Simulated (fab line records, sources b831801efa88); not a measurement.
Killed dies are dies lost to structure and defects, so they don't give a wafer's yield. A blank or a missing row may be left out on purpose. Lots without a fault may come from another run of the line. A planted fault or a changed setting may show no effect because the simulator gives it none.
Which tool did it? | flow gf180mcu | 11 lots, 33 wafers sampled, at 5 steps of a route of 602

WHAT THE GAUGES READ, wafer by wafer
GF_V5_RS_MEAS_24: measures by four-point-probe. Usual: V5_W_RS 0.327 ohm/sq, standard deviation 0.0054.
lot  | measured     | on            | V5_W_RS (ohm/sq)  | flag
L992 | day 27 16:05 | film_metro-04 | 0.330 0.328 0.319 |
L993 | day 27 19:41 | film_metro-02 | 0.320 0.328 0.320 |
L995 | day 28 10:55 | film_metro-04 | 0.320 0.335 0.329 |
L996 | day 28 20:01 | film_metro-02 | 0.320 0.321 0.327 |
L997 | day 29 05:03 | film_metro-04 | 0.321 0.322 0.332 |
L999 | day 29 17:55 | film_metro-02 | 0.328 0.331 0.322 |
L103 | day 30 21:26 | film_metro-03 | 0.323 0.326 0.326 |
L104 | day 31 07:32 | film_metro-03 | 0.332 0.323 0.330 |
L107 | day 31 22:37 | film_metro-03 | 0.317 0.328 0.318 |
L109 | day 32 12:56 | film_metro-04 | 0.311 0.329 0.312 |
L111 | day 33 00:13 | film_metro-02 | 0.327 0.308 0.326 |

WHICH TOOL RAN EACH LOT (tool, then ch and the chambers of the sampled wafers, then the start)
lot  | GF_M4_METAL_ETCH_16               | GF_MIM_STRIP_20                      | GF_M5_METAL_ETCH_10               | GF_V5_CVD_23
L992 | rie_metal-01 ch 0,1, day 23 20:13 | plasma_asher-04 ch 0,1, day 25 19:47 | rie_metal-01 ch 0,1, day 26 17:14 | cvd_w-01 ch 0,1, day 27 15:55
L993 | rie_metal-01 ch 0,1, day 24 02:21 | plasma_asher-01 ch 0,1, day 26 00:35 | rie_metal-04 ch 0,1, day 26 21:22 | cvd_w-01 ch 0,1, day 27 19:35
L995 | rie_metal-02 ch 0, day 24 18:03   | plasma_asher-03 ch 0,1, day 26 16:19 | rie_metal-04 ch 0,1, day 27 12:32 | cvd_w-01 ch 0,1, day 28 10:49
L996 | rie_metal-01 ch 0, day 25 05:23   | plasma_asher-04 ch 0,1, day 27 01:42 | rie_metal-01 ch 0,1, day 27 22:04 | cvd_w-01 ch 0,1, day 28 19:53
L997 | rie_metal-01 ch 0,1, day 25 14:43 | plasma_asher-04 ch 0,1, day 27 11:17 | rie_metal-04 ch 0, day 28 07:22   | cvd_w-01 ch 0,1, day 29 04:54
L999 | rie_metal-01 ch 0,1, day 26 04:57 | plasma_asher-01 ch 0,1, day 28 00:52 | rie_metal-03 ch 0,1, day 28 20:52 | cvd_w-02 ch 0,1, day 29 17:48
L103 | rie_metal-01 ch 0,1, day 27 12:04 | plasma_asher-01 ch 0,1, day 29 06:22 | rie_metal-04 ch 0,1, day 30 01:50 | cvd_w-02 ch 1, day 30 21:19
L104 | rie_metal-02 ch 0,1, day 27 23:29 | plasma_asher-03 ch 0,1, day 29 16:12 | rie_metal-04 ch 0,1, day 30 11:31 | cvd_w-01 ch 0,1, day 31 07:23
L107 | rie_metal-01 ch 0,1, day 28 17:24 | plasma_asher-04 ch 0,1, day 30 09:09 | rie_metal-04 ch 0,1, day 31 03:02 | cvd_w-01 ch 0,1, day 31 22:29
L109 | rie_metal-02 ch 0,1, day 29 07:08 | plasma_asher-04 ch 0,1, day 30 23:40 | rie_metal-03 ch 0,1, day 31 18:01 | cvd_w-01 ch 0,1, day 32 12:49
L111 | rie_metal-03 ch 0,1, day 29 21:31 | plasma_asher-03 ch 0,1, day 31 12:10 | rie_metal-01 ch 1, day 32 05:11   | cvd_w-01 ch 0,1, day 33 00:05
- GF_M4_METAL_ETCH_16: etches the open film in Cl2/BCl3, stops on SiO2, target depth 627.5 nm, time 104.6 s.
- GF_MIM_STRIP_20: strips in O2/N2.
- GF_M5_METAL_ETCH_10: etches the open film in Cl2/BCl3, stops on SiO2, target depth 627.5 nm, time 104.6 s.
- GF_V5_CVD_23: deposits W, target thk 350 nm, time 104.9 s.

WHAT THE TOOLS THEMSELVES READ (means of the sampled wafers that have a number; where no wafer has one, the mark that the record gives instead)
GF_M4_METAL_ETCH_16. Usual: bcl3_flow_sccm 40.00 sccm, standard deviation 0.1; bias_w 140.0 W, standard deviation 0.36; drypump_motor_current_A 5.5 A, standard deviation 0.42; oes_product_au 0.972 a.u., standard deviation 0.0054; throttle_valve_pct 28.250 %, standard deviation 0.0097.
lot  | tool         | bcl3_flow_sccm (sccm) | bias_w (W) | drypump_motor_current_A (A) | oes_product_au (a.u.) | throttle_valve_pct (%) | flag
L992 | rie_metal-01 | 39.91                 | 139.8      | 5.5                         | 0.967                 | 28.262                 |
L993 | rie_metal-01 | 40.02                 | 140.3      | 5.5                         | 0.973                 | 28.241                 |
L995 | rie_metal-02 | 39.96                 | 140.0      | 4.9                         | 0.973                 | 28.250                 |
L996 | rie_metal-01 | 40.16                 | 139.4      | 5.2                         | 0.968                 | 28.246                 |
L997 | rie_metal-01 | 39.90                 | 139.9      | 5.3                         | 0.975                 | 28.245                 |
L999 | rie_metal-01 | 39.98                 | 139.9      | 5.5                         | 0.971                 | 28.252                 |
L103 | rie_metal-01 | 40.03                 | 140.2      | 5.5                         | 0.972                 | 28.255                 |
L104 | rie_metal-02 | 40.01                 | 139.9      | 5.3                         | 0.973                 | 28.245                 |
L107 | rie_metal-01 | 39.98                 | 140.0      | 5.3                         | 0.970                 | 28.253                 |
L109 | rie_metal-02 | 40.02                 | 139.9      | 5.8                         | 0.973                 | 28.257                 |
L111 | rie_metal-03 | 40.12                 | 140.0      | 5.8                         | 0.977                 | 28.244                 |

GF_MIM_STRIP_20. Usual: drypump_motor_current_A 5.7 A, standard deviation 0.48; heater_power_w 349 W, standard deviation 35; oes_product_au 0.692 a.u., standard deviation 0.005; platen_temp_c 249.99 C, standard deviation 0.18; strip_time_to_endpoint_s 11.22 s, standard deviation 0.04.
lot  | tool            | drypump_motor_current_A (A) | heater_power_w (W) | oes_product_au (a.u.) | platen_temp_c (C) | strip_time_to_endpoint_s (s) | flag
L992 | plasma_asher-04 | 5.5                         | 328                | 0.685                 | 250.03            | 11.19                        |
L993 | plasma_asher-01 | 5.6                         | 324                | 0.687                 | 250.07            | 11.18                        |
L995 | plasma_asher-03 | 5.6                         | 360                | 0.692                 | 249.87            | 11.28                        |
L996 | plasma_asher-04 | 5.5                         | 329                | 0.695                 | 250.23            | 11.21                        |
L997 | plasma_asher-04 | 6.0                         | 329                | 0.692                 | 249.84            | 11.25                        |
L999 | plasma_asher-01 | 5.6                         | 330                | 0.689                 | 249.96            | 11.26                        |
L103 | plasma_asher-01 | 5.6                         | 349                | 0.690                 | 250.02            | 11.17                        |
L104 | plasma_asher-03 | 5.6                         | 359                | 0.692                 | 249.96            | 11.20                        |
L107 | plasma_asher-04 | 5.5                         | 325                | 0.686                 | 250.12            | 11.18                        |
L109 | plasma_asher-04 | 6.0                         | 326                | 0.692                 | 249.83            | 11.27                        |
L111 | plasma_asher-03 | 5.6                         | 364                | 0.689                 | 250.07            | 11.22                        |

GF_M5_METAL_ETCH_10. Usual: bcl3_flow_sccm 40.00 sccm, standard deviation 0.11; bias_w 140.0 W, standard deviation 0.43; drypump_motor_current_A 5.7 A, standard deviation 0.3; oes_product_au 0.971 a.u., standard deviation 0.0067; throttle_valve_pct 28.249 %, standard deviation 0.0097.
lot  | tool         | bcl3_flow_sccm (sccm) | bias_w (W) | drypump_motor_current_A (A) | oes_product_au (a.u.) | throttle_valve_pct (%) | flag
L992 | rie_metal-01 | 40.00                 | 139.8      | 5.5                         | 0.970                 | 28.250                 |
L993 | rie_metal-04 | 40.02                 | 139.9      | 6.1                         | 0.967                 | 28.252                 |
L995 | rie_metal-04 | 40.10                 | 140.1      | 5.9                         | 0.972                 | 28.250                 |
L996 | rie_metal-01 | 39.94                 | 140.5      | 5.3                         | 0.971                 | 28.245                 |
L997 | rie_metal-04 | 39.96                 | 139.6      | 5.8                         | 0.978                 | 28.242                 |
L999 | rie_metal-03 | 40.10                 | 139.8      | 5.7                         | 0.967                 | 28.250                 |
L103 | rie_metal-04 | 39.91                 | 140.1      | 5.9                         | 0.975                 | 28.236                 |
L104 | rie_metal-04 | 39.83                 | 140.0      | 5.9                         | 0.973                 | 28.251                 |
L107 | rie_metal-04 | 39.89                 | 139.8      | 5.9                         | 0.970                 | 28.250                 |
L109 | rie_metal-03 | 40.02                 | 140.0      | 5.8                         | 0.971                 | 28.254                 |
L111 | rie_metal-01 | 40.11                 | 140.1      | 5.6                         | 0.973                 | 28.252                 |

GF_V5_CVD_23. Usual: heater_power_w 911 W, standard deviation 88.
lot  | tool     | heater_power_w (W) | flag
L992 | cvd_w-01 | 856                |
L993 | cvd_w-01 | 891                |
L995 | cvd_w-01 | 854                |
L996 | cvd_w-01 | 901                |
L997 | cvd_w-01 | 901                |
L999 | cvd_w-02 | 912                |
L103 | cvd_w-02 | 869                |
L104 | cvd_w-01 | 864                |
L107 | cvd_w-01 | 898                |
L109 | cvd_w-01 | 897                |
L111 | cvd_w-01 | 868                |

THE ANSWER, worked out from the rows above alone
Rule: a lot is off if the mean of its wafers that have a number lies more than 3 standard deviations from the usual mean. A lot without any number at a reading at which 4 lots or more have one is off too. The other lots that the step has rows for count as sound. The gauges are gone through in route order, then the tools' own readings, and for those a lot's mean is taken as printed above. The first step at which some lot is off is used, and at that step the reading that is off furthest; a lot without a number counts as furthest.
No lot is off at any reading shown: from this, nothing can be told.

WHAT THE SIMULATOR HAD PUT IN
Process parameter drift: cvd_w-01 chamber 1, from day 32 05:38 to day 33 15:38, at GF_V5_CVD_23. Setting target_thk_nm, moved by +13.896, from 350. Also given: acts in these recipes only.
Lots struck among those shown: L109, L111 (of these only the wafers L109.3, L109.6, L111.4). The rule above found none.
